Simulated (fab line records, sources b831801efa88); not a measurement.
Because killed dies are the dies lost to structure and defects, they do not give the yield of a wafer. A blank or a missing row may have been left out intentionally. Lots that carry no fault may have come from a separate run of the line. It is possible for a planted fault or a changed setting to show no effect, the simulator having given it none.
fab line records | flow sky130
record: lots: 12 wafers: 36 lastDay: 50
route steps=708 shown SD_N@349 LI_CONTACT@371 PAD_OPEN@708
lots with no fault: from the same line, run without faults
startH: the number of hours between the record's first day and the start of the first shown wafer of the lot | waitH: time in hours since the lot's previous step | " as in the row above | L1.1+2: one row covering several wafers at once | - no value, or no start was given | * or withheld: withheld | < > ~ a bound
route shown NAME@n: names a module that has steps shown in the file, with the first one's number in the route | usual: mean/standard deviation of fault-free wafers | same: alike in all rows | chamber/n: place in a boat | sites: per-site readings | _std_site: standard deviation of those values | _edge_site: outer sites' mean less inner sites' | radiusMm: how far each site lies from the wafer's centre | mask NAME#n: copy n | behind: tool/chamber where the wafer was last shaped | hold: cause of the lot's hold/its duration in hours/its outcome | device: the n, p or np transistor that did not switch | end of line: at the end of the route, the tests of the same wafers | a step given without rows: its recipe and nothing more | killed: count of dies lost to structure and defects at first sort (not the wafer's yield) | map: dies across one wafer; x = killed, . = not, _ = none there
set.NAME: the run value of the setting; set.NAME@STEP: its run value at that earlier step | model.NAME: the simulator's own value behind a step, which no gauge read
the route's steps for a sample of lots (tables are steps, rows are wafers)
services: from which hour (startH, from the record's first day; less than 0 if before it) a tool's chamber was out of use, for how many hours, and why
== steps ==
step: SKY_SD_N_CD_MEAS_07
recipe: targetCdNm: 380
usual: cdNm: 379.2/2.7
columns lot.wafer tool chamber startH waitH cdNm
L548.1 cdSem-01 - 644.41 0.1 379.5
L548.3 " - " " 378.5
L548.4 " - " " 381.4
L549.4 cdSem-01 - 646.47 0.1 376.2
L549.5 " - " " 377.1
L549.6 " - " " 380.8
L550.3 cdSem-01 - 673.88 0.1 379.3
L550.5 " - " " 379.9
L550.6 " - " " 377.1
L553.3 cdSem-02 - 687.16 0.1 377.1
L553.4 " - " " 375.6
L553.6 " - " " 376.7
L554.1 cdSem-01 - 694.59 0.1 374.2
L554.3 " - " " 373.5
L554.6 " - " " 375.3
L555.3 cdSem-01 - 708.38 0.1 376.8
L555.4 " - " " 381.4
L555.6 " - " " 378.9
L556.4 cdSem-01 - 711.52 0.1 380.9
L556.5 " - " " 381.5
L556.6 " - " " 380.6
L557.1 cdSem-01 - 724.66 0.1 382.7
L557.2 " - " " 381.9
L557.4 " - " " 382.3
L563.2 cdSem-01 - 779.33 0.1 376.6
L563.3 " - " " 376.9
L563.5 " - " " 377.6
L564.3 cdSem-01 - 779.65 0.1 377.7
L564.5 " - " " 377.9
L564.6 " - " " 376.6
L570.1 cdSem-01 - 841.54 0.1 376.9
L570.3 " - " " 377.4
L570.4 " - " " 379.3
L571.2 cdSem-02 - 841.99 0.1 379.1
L571.4 " - " " 378.9
L571.5 " - " " 379.8
step: SKY_LI_CONTACT_EXPOSE_09
recipe: maskId: LICM1 na: 0.8 sourceShape: annular sigmaInner: 0.55 sigmaOuter: 0.85 targetCdNm: 170 doseMj: 38
usual: reticleTempC: 23.04/0.1
same: sigmaInner: 0.55
columns lot.wafer tool chamber startH waitH mask reticleTempC
L548.1 krfScanner-02 0 660.22 - LICM1#0 22.99
L548.3 " 0 " " LICM1#0 23.09
L548.4 " 0 " " LICM1#0 22.94
L549.4 krfScanner-02 0 662.63 - LICM1#0 23.06
L549.5 " 0 " " LICM1#0 23.05
L549.6 " 0 " " LICM1#0 23.06
L550.3 krfScanner-01 0 689.94 - LICM1#0 22.97
L550.5 " 0 " " LICM1#0 23.05
L550.6 " 0 " " LICM1#0 23.16
L553.3 krfScanner-01 0 704.21 - LICM1#0 22.89
L553.4 " 0 " " LICM1#0 23.10
L553.6 " 0 " " LICM1#0 23.15
L554.1 krfScanner-01 0 710.69 - LICM1#0 23.17
L554.3 " 0 " " LICM1#0 22.97
L554.6 " 0 " " LICM1#0 23.05
L555.3 krfScanner-01 0 724.61 - LICM1#0 22.92
L555.4 " 0 " " LICM1#0 22.98
L555.6 " 0 " " LICM1#0 23.00
L556.4 krfScanner-01 0 727.45 - LICM1#0 23.02
L556.5 " 0 " " LICM1#0 23.07
L556.6 " 0 " " LICM1#0 23.13
L557.1 krfScanner-02 0 740.47 - LICM1#0 22.89
L557.2 " 0 " " LICM1#0 23.03
L557.4 " 0 " " LICM1#0 22.97
L563.2 krfScanner-01 0 794.37 - LICM1#0 22.92
L563.3 " 0 " " LICM1#0 22.99
L563.5 " 0 " " LICM1#0 23.08
L564.3 krfScanner-02 0 794.63 - LICM1#0 22.85
L564.5 " 0 " " LICM1#0 22.88
L564.6 " 0 " " LICM1#0 23.02
L570.1 krfScanner-01 0 856.27 - LICM1#0 23.15
L570.3 " 0 " " LICM1#0 23.15
L570.4 " 0 " " LICM1#0 23.10
L571.2 krfScanner-01 0 856.94 - LICM1#0 22.79
L571.4 " 0 " " LICM1#0 23.10
L571.5 " 0 " " LICM1#0 22.95
step: SKY_LI_CONTACT_CD_MEAS_12
recipe: targetCdNm: 170
usual: cdNm: 170.9/1.3
columns lot.wafer tool chamber startH waitH cdNm
L548.1 cdSem-01 - 674.62 - 169.5
L548.3 " - " " 169.9
L548.4 " - " " 170.3
L549.4 cdSem-01 - 676.60 - 170.1
L549.5 " - " " 171.1
L549.6 " - " " 170.7
L550.3 cdSem-02 - 704.53 - 168.7
L550.5 " - " " 169.0
L550.6 " - " " 170.0
L553.3 cdSem-01 - 717.41 - 172.8
L553.4 " - " " 172.0
L553.6 " - " " 172.9
L554.1 cdSem-02 - 725.04 - 171.6
L554.3 " - " " 170.4
L554.6 " - " " 170.7
L555.3 cdSem-01 - 738.16 - 170.2
L555.4 " - " " 169.7
L555.6 " - " " 171.0
L556.4 cdSem-02 - 740.68 - 169.3
L556.5 " - " " 170.2
L556.6 " - " " 170.2
L557.1 cdSem-02 - 754.72 - 170.6
L557.2 " - " " 169.9
L557.4 " - " " 169.0
L563.2 cdSem-02 - 807.44 - 171.1
L563.3 " - " " 171.6
L563.5 " - " " 171.1
L564.3 cdSem-01 - 807.48 - 163.6
L564.5 " - " " 165.4
L564.6 " - " " 166.6
L570.1 cdSem-01 - 869.27 - 171.6
L570.3 " - " " 172.3
L570.4 " - " " 172.9
L571.2 cdSem-02 - 870.29 - 169.7
L571.4 " - " " 171.0
L571.5 " - " " 170.1
step: SKY_LI_CONTACT_SPUTTER_20
recipe: material: TiN targetThkNm: 20 chamberPressurePa: 5 powerW: 4000 timeS: 80
usual: throttleValvePct: 30.1/0.99
columns lot.wafer tool chamber startH waitH throttleValvePct
L548.1 pvdSputter-03 - 675.29 0.0 30.3
L548.3 " - " " 29.1
L548.4 " - " " 30.8
L549.4 pvdSputter-01 - 677.20 0.0 29.7
L549.5 " - " " 30.1
L549.6 " - " " 28.8
L550.3 pvdSputter-03 - 705.15 0.0 30.6
L550.5 " - " " 32.1
L550.6 " - " " 30.2
L553.3 pvdSputter-03 - 718.20 0.0 28.9
L553.4 " - " " 28.8
L553.6 " - " " 32.3
L554.1 pvdSputter-01 - 725.70 0.0 30.1
L554.3 " - " " 28.9
L554.6 " - " " 29.4
L555.3 pvdSputter-01 - 738.77 0.0 28.8
L555.4 " - " " 29.5
L555.6 " - " " 29.5
L556.4 pvdSputter-02 - 741.27 0.0 30.4
L556.5 " - " " 29.1
L556.6 " - " " 29.3
L557.1 pvdSputter-02 - 755.37 0.0 29.4
L557.2 " - " " 30.7
L557.4 " - " " 29.3
L563.2 pvdSputter-02 - 808.09 0.0 29.3
L563.3 " - " " 30.5
L563.5 " - " " 28.9
L564.3 pvdSputter-03 - 808.10 0.0 30.2
L564.5 " - " " 28.9
L564.6 " - " " 30.3
L570.1 pvdSputter-03 - 869.92 0.0 29.2
L570.3 " - " " 30.4
L570.4 " - " " 30.8
L571.2 pvdSputter-01 - 870.93 0.0 29.5
L571.4 " - " " 28.8
L571.5 " - " " 30.1
step: SKY_LI_CONTACT_CMP_24
recipe: stopOn: PSG tOverpolishS: 20 downForcePsi: 3.5 platenRpm: 60 targetThkNm: 0 padVelocityMS: 0.94248
usual: motorCurrentA: 10.8/0.91 overpolishRunS: 20.000/0.0092 timeToEndpointS: 95.9/2.7
columns lot.wafer tool chamber startH waitH motorCurrentA overpolishRunS timeToEndpointS
L548.3 cmp-01 3 675.66 0.0 10.2 20.006 97.1
L548.1 " 0 " " 11.0 20.021 93.3
L548.4 " 1 " " 10.7 20.001 95.3
L549.4 cmp-02 0 677.61 0.1 11.9 19.990 95.0
L549.5 " 3 " " 9.0 19.994 96.5
L549.6 " 0 " " 12.3 19.997 95.2
L550.3 cmp-02 0 705.66 0.2 12.0 20.001 92.3
L550.5 " 1 " " 11.8 20.023 93.9
L550.6 " 2 " " 11.1 19.987 91.6
L553.3 cmp-01 2 718.57 0.0 10.7 20.000 98.9
L553.4 " 1 " " 10.9 19.995 95.1
L553.6 " 3 " " 10.6 19.997 96.4
L554.3 cmp-01 2 726.06 0.0 10.9 20.003 102.1
L554.1 " 3 " " 11.0 20.001 100.8
L554.6 " 3 " " 10.7 19.999 96.3
L555.3 cmp-01 2 739.24 0.1 10.5 20.001 98.6
L555.4 " 3 " " 10.5 19.999 96.6
L555.6 " 1 " " 10.2 19.998 94.7
L556.4 cmp-02 0 741.79 0.2 12.4 20.003 92.4
L556.5 " 1 " " 12.0 19.999 95.0
L556.6 " 2 " " 11.3 19.999 94.2
L557.4 cmp-01 3 755.74 0.0 10.9 20.006 105.3
L557.1 " 0 " " 10.0 20.023 97.3
L557.2 " 1 " " 10.2 19.991 94.8
L564.3 cmp-01 0 808.46 0.0 10.5 19.994 93.7
L564.6 " 0 " " 10.9 19.994 97.7
L564.5 " 1 " " 11.1 20.014 96.4
L563.3 cmp-02 0 808.51 0.1 12.6 20.000 93.6
L563.2 " 1 " " 12.3 19.998 96.2
L563.5 " 0 " " 12.3 19.990 93.5
L570.4 cmp-01 0 870.29 0.0 10.4 19.999 93.9
L570.1 " 2 " " 10.8 19.999 98.3
L570.3 " 3 " " 10.7 19.982 94.0
L571.4 cmp-02 0 871.35 0.1 12.5 20.009 97.8
L571.2 " 2 " " 12.0 20.014 90.9
L571.5 " 3 " " 9.5 19.993 95.0
step: SKY_PAD_OPEN_PROBE_99
usual: killed_at_M0_to_M3: 44/7.5 killed_at_M4_up: 3.1/1.7 killedAtContacts: 24/6.2 killedAtFrontEnd: 15/4.2 killedAtOther: 0.4/0.58 killedDies: 85/10 killedOpen: 47/7.7 killedShort: 38/6.4
same: grossDies: 492 killedAtBackSide: 0
columns lot.wafer tool chamber startH waitH killed_at_M0_to_M3 killed_at_M4_up killedAtContacts killedAtFrontEnd killedAtOther killedDies killedOpen killedShort
L549.4 prober-02 - 1073.61 0.2 52 5 20 6 0 83 59 24
L549.5 prober-02 - 1073.66 0.2 37 3 16 15 0 71 42 29
L549.6 prober-02 - 1073.71 0.2 47 2 33 12 0 94 60 34
L563.2 prober-02 - 1166.23 0.1 54 5 30 15 1 105 57 46
L563.3 prober-02 - 1166.28 0.2 37 2 19 17 0 75 35 40
L563.5 prober-02 - 1166.38 0.2 57 3 45 14 0 119 66 52
L564.3 prober-01 - 1167.69 0.2 52 1 25 12 0 90 46 44
L564.5 prober-01 - 1167.79 0.2 35 4 25 7 0 71 40 30
L564.6 prober-01 - 1167.84 0.2 52 4 20 1 0 77 42 35
L570.1 prober-01 - 1205.53 0.1 45 3 18 13 0 79 37 41
L570.3 prober-01 - 1205.63 0.2 43 4 19 22 0 88 46 40
L570.4 prober-01 - 1205.68 0.2 50 4 29 14 0 97 54 43
L571.2 prober-01 - 1208.04 0.1 36 1 19 14 0 70 45 25
L571.4 prober-01 - 1208.14 0.2 47 2 19 12 2 82 44 38
L571.5 prober-01 - 1208.19 0.2 57 4 25 12 0 98 57 41
killed by level:class
L549.4 VIA2:geometricParticle:open=13 VIA1:geometricParticle:open=11 VIA3:geometricParticle:open=10 LI_CONTACT:geometricParticle:open=7 CONTACT:geometricParticle:open=7 METAL1:geometricParticle:short=4 CONTACT:geometricParticle:short=3 METAL1:geometricParticle:open=3
L549.5 VIA1:geometricParticle:open=14 VIA3:geometricParticle:open=9 CONTACT:geometricParticle:open=6 FIELD_ISO:geometricParticle:short=5 LI_CONTACT:geometricParticle:open=4 POLY_GATE:geometricParticle:short=4 VIA2:geometricParticle:open=4 METAL1:geometricParticle:short=3
L549.6 VIA1:geometricParticle:open=12 CONTACT:geometricParticle:open=11 LI_CONTACT:geometricParticle:open=9 VIA3:geometricParticle:open=8 FIELD_ISO:geometricParticle:open=7 VIA2:geometricParticle:open=6 LOCAL_INTERCONNECT:geometricParticle:short=5 METAL2:geometricParticle:short=5
L563.2 CONTACT:geometricParticle:open=15 VIA1:geometricParticle:open=11 METAL2:geometricParticle:short=10 VIA3:geometricParticle:open=10 LI_CONTACT:geometricParticle:open=7 METAL1:geometricParticle:short=7 FIELD_ISO:geometricParticle:short=4 POLY_GATE:geometricParticle:open=4
L563.3 METAL2:geometricParticle:short=8 CONTACT:geometricParticle:open=7 VIA1:geometricParticle:open=6 LI_CONTACT:geometricParticle:open=5 VIA3:geometricParticle:open=5 FIELD_ISO:geometricParticle:short=4 POLY_GATE:geometricParticle:short=4 CONTACT:geometricParticle:short=4
L563.5 VIA1:geometricParticle:open=17 LI_CONTACT:geometricParticle:open=16 CONTACT:geometricParticle:short=9 LOCAL_INTERCONNECT:geometricParticle:short=9 VIA3:geometricParticle:short=8 VIA2:geometricParticle:open=7 CONTACT:geometricParticle:open=6 VIA3:geometricParticle:open=6
L564.3 VIA1:geometricParticle:open=10 METAL2:geometricParticle:short=10 CONTACT:geometricParticle:open=9 METAL3:geometricParticle:short=7 LI_CONTACT:geometricParticle:open=5 VIA2:geometricParticle:open=5 FIELD_ISO:geometricParticle:open=4 FIELD_ISO:geometricParticle:short=4
L564.5 CONTACT:geometricParticle:open=8 METAL2:geometricParticle:short=7 CONTACT:geometricParticle:short=6 LOCAL_INTERCONNECT:geometricParticle:open=5 VIA1:geometricParticle:open=5 LI_CONTACT:geometricParticle:open=4 METAL1:geometricParticle:short=4 METAL3:geometricParticle:short=4
L564.6 VIA1:geometricParticle:open=11 VIA2:geometricParticle:open=11 CONTACT:geometricParticle:open=7 METAL1:geometricParticle:short=6 METAL2:geometricParticle:short=6 LI_CONTACT:geometricParticle:open=4 VIA1:geometricParticle:short=4 LI_CONTACT:geometricParticle:short=3
L570.1 VIA1:geometricParticle:open=14 VIA1:geometricParticle:short=9 CONTACT:geometricParticle:open=7 METAL2:geometricParticle:short=5 FIELD_ISO:geometricParticle:short=4 CONTACT:geometricParticle:short=4 METAL1:geometricParticle:short=4 VIA3:geometricParticle:open=4
L570.3 CONTACT:geometricParticle:open=9 VIA1:geometricParticle:open=9 METAL2:geometricParticle:short=7 FIELD_ISO:geometricParticle:short=6 METAL1:geometricParticle:short=6 POLY_GATE:geometricParticle:open=5 VIA3:geometricParticle:open=5 VIA1:geometricParticle:short=5
L570.4 VIA1:geometricParticle:open=21 CONTACT:geometricParticle:open=12 CONTACT:geometricParticle:short=6 METAL2:geometricParticle:short=6 FIELD_ISO:geometricParticle:short=4 FIELD_ISO:geometricParticle:open=4 POLY_GATE:geometricParticle:short=4 LI_CONTACT:geometricParticle:open=4
L571.2 CONTACT:geometricParticle:open=8 VIA1:geometricParticle:open=8 VIA3:geometricParticle:open=7 VIA2:geometricParticle:open=7 FIELD_ISO:geometricParticle:open=5 POLY_GATE:geometricParticle:open=4 CONTACT:geometricParticle:short=4 VIA1:geometricParticle:short=4
L571.4 VIA2:geometricParticle:open=10 CONTACT:geometricParticle:open=8 VIA1:geometricParticle:open=8 LI_CONTACT:geometricParticle:open=6 METAL2:geometricParticle:short=6 VIA1:geometricParticle:short=5 VIA3:geometricParticle:open=5 METAL1:geometricParticle:short=4
L571.5 VIA1:geometricParticle:open=19 METAL1:geometricParticle:short=8 LI_CONTACT:geometricParticle:open=7 CONTACT:geometricParticle:open=7 VIA3:geometricParticle:open=7 CONTACT:geometricParticle:short=6 VIA2:geometricParticle:open=6 POLY_GATE:geometricParticle:short=5
== services ==
columns tool chamber startH hours kind
krfScanner-02 - 650.56 1.0 pm
krfScanner-02 - 651.56 1.3 pm
krfScanner-01 - 653.16 4.0 pm
pvdSputter-03 - 655.88 2.1 repair
cmp-01 - 657.60 3.7 pm
cmp-01 - 666.83 2.2 repair
krfScanner-02 - 695.81 0.8 pm
cmp-01 - 702.38 3.8 repair
krfScanner-02 - 703.44 5.7 repair
krfScanner-01 - 709.19 1.0 pm
cmp-01 - 710.16 1.8 repair
krfScanner-02 - 717.68 16.5 repair
cmp-01 - 744.17 4.0 pm
krfScanner-01 - 753.38 1.3 pm
cmp-02 - 760.87 7.6 pm
cmp-02 - 777.06 0.4 repair
cmp-02 - 787.01 1.3 repair
krfScanner-01 - 798.80 0.8 pm
cmp-01 - 799.99 0.9 repair
krfScanner-01 - 811.24 0.2 repair
krfScanner-01 - 824.73 4.4 pm
cmp-02 - 844.74 3.4 pm
cmp-02 - 852.67 2.3 repair
cmp-02 - 861.98 1.3 repair
== key ==
firstSign: step: SKY_LI_CONTACT_CD_MEAS_12 reading: cdNm direction: down sigmas: 4.2 usual: 170.9 struck: 165.2
effect none on later readings
metAt SKY_LI_CONTACT_EXPOSE_09
struckLots L564
testerLeftOut L564
notActingAt SKY_SD_N_CD_MEAS_07,SKY_LI_CONTACT_SPUTTER_20,SKY_LI_CONTACT_CMP_24
onsetBetween 740.47 794.63
fault: kind: processParameterDrift tool: krfScanner-02 chamber: - onsetH: 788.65 steps: SKY_LI_CONTACT_EXPOSE_09 channel: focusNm offset: 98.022 spreadByWafer: 0.3 shape: step endH: 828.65
testerLeftOut: of these lots the tester's yield and bins aren't shown, on N5 and GAA mostly nor the transistor test; their killed dies are dies lost to structure and defects alone, not to doping, threshold or leakage, so they don't give the yield
